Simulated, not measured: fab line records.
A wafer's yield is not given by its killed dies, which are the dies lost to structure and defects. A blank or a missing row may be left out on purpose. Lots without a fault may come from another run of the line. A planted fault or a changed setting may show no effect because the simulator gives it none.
A lot that was struck, set against a sound lot ; flow sky130 ; 15 steps out of a route of 708
Sound: wafers L317.2, L317.4, L317.6. The struck wafers were L320.1, L320.4, L320.6. At the end, the cause is stated.
Order at every step that has rows: each side's tool, ch and its chambers, its first start. Under that, the readings that differ: sound wafers ; struck wafers ; difference of the means ; sigmas: that difference in standard deviations of wafers without a fault.
alike: readings whose means differ by less than 2 such deviations, and words and numbers that are the same on both sides. not compared: withheld readings, readings that some wafer has no value for, bounds like >300 that may hide the same value, and numbers for which the record gives no deviation and whose values overlap.
A row with sigmas, a row that says differs or no value, or rows on one side alone: a step with any of these is where the two part. When numbers do not overlap yet have no deviation, they are printed without sigmas and do not part them. Lack of a reading on every wafer of one side parts them only where that side has two or more wafers.

first, 3 steps without rows for these wafers: SKY_VIA3_STRIP_17 (strips in post etch residue remover, time 1200 s); SKY_VIA3_CLEAN_18 (cleans in IPA, time 180 s); SKY_VIA3_CLEAN_19 (cleans in O3/DIW).
SKY_VIA3_SPUTTER_20: material TiN, target thk 20 nm, time 80 s.
  sound: pvd sputter-01 at day 42 05:43; struck: pvd sputter-02 at day 43 03:18
  alike: chamber pressure pa, throttle valve pct
then, 1 step without rows for these wafers: SKY_VIA3_CVD_21 (deposits W, target thk 390 nm, time 117.31 s).
SKY_VIA3_RS_MEAS_22: uses a four-point probe to measure.
  sound: film metro-04 at day 42 05:55; struck: film metro-03 at day 43 03:29
  alike: VIA3_W_RS
SKY_VIA3_THK_MEAS_23: measures by xrf.
  sound: film metro-04 at day 42 06:01; struck: film metro-03 at day 43 03:37
  alike: VIA3_W_THK
then, 1 step without rows for these wafers: SKY_VIA3_CMP_24 (polishes, stops on SiO2, t overpolish 20 s, target thk 0 nm).
SKY_METAL4_SPUTTER_00: material Ti, target thk 15 nm, time 10 s.
  sound: pvd sputter-04 at day 42 06:22; struck: pvd sputter-04 at day 43 03:58
  alike: chamber pressure pa, throttle valve pct
then, 1 step without rows for these wafers: SKY_METAL4_SPUTTER_01 (material TiN, target thk 20 nm, time 16.7 s).
SKY_METAL4_SPUTTER_02: material AlCu, target thk 735 nm, time 39.1 s.
  sound: pvd sputter-04 at day 42 06:25; struck: pvd sputter-04 at day 43 04:01
  alike: chamber pressure pa, throttle valve pct
SKY_METAL4_SPUTTER_03: material Ti, target thk 5 nm, time 3.3 s.
  sound: pvd sputter-04 at day 42 06:28; struck: pvd sputter-04 at day 43 04:03
  alike: chamber pressure pa, throttle valve pct
SKY_METAL4_SPUTTER_04: material TiN, target thk 70 nm, time 58.3 s.
  sound: pvd sputter-04 at day 42 06:28; struck: pvd sputter-04 at day 43 04:04
reading;sound;struck;difference;sigmas
model.TiN_of_METAL4_SPUTTER_04.thk nm (nm);70.73 70.32 68.58;45.65 46.84 46.16;-23.66;
  alike: chamber pressure pa, throttle valve pct
SKY_CAP2M_CVD_00: deposits SiO2, target thk 15.5 nm.
  sound on pecvd-01 ch 0,1,2, day 42 06:31; struck on pecvd-03 ch 2, day 43 04:07
  alike: heater power outer w, heater power w
-- the record jumps here: 6 days lie between the struck wafers' starts before and after (it left off in module CAP2M and takes up again in module PAD_OPEN, whose first step shown is number 708 of the route) --
SKY_PAD_OPEN_PROBE_99:
  sound: prober-02 at day 47 23:55; struck: prober-01 at day 48 17:58
reading;sound;struck;difference;sigmas
defect limited yield (%);86.0 83.7 85.4;81.3 81.3 82.3;-3.4;-2
sort yield pct (%);86.0 83.7 85.4;81.3 81.3 82.3;-3.4;-2
model.etest.via4 chain.rc ohm;0.7887 0.7811 0.791;0.7721 0.7501 0.7785;-0.0200;
  alike: killed_at_M0_to_M3, killed_at_M4_up, killed at contacts, killed at front end, killed at other, killed dies, killed open, killed short, sort_bin_3_pad_short, sort_bin_5_function, sort_bin_6_memory, sort n pass

== WHERE THEY PART ==
Only at SKY_PAD_OPEN_PROBE_99, as far as this record shows.

WHY: what the simulator had put in
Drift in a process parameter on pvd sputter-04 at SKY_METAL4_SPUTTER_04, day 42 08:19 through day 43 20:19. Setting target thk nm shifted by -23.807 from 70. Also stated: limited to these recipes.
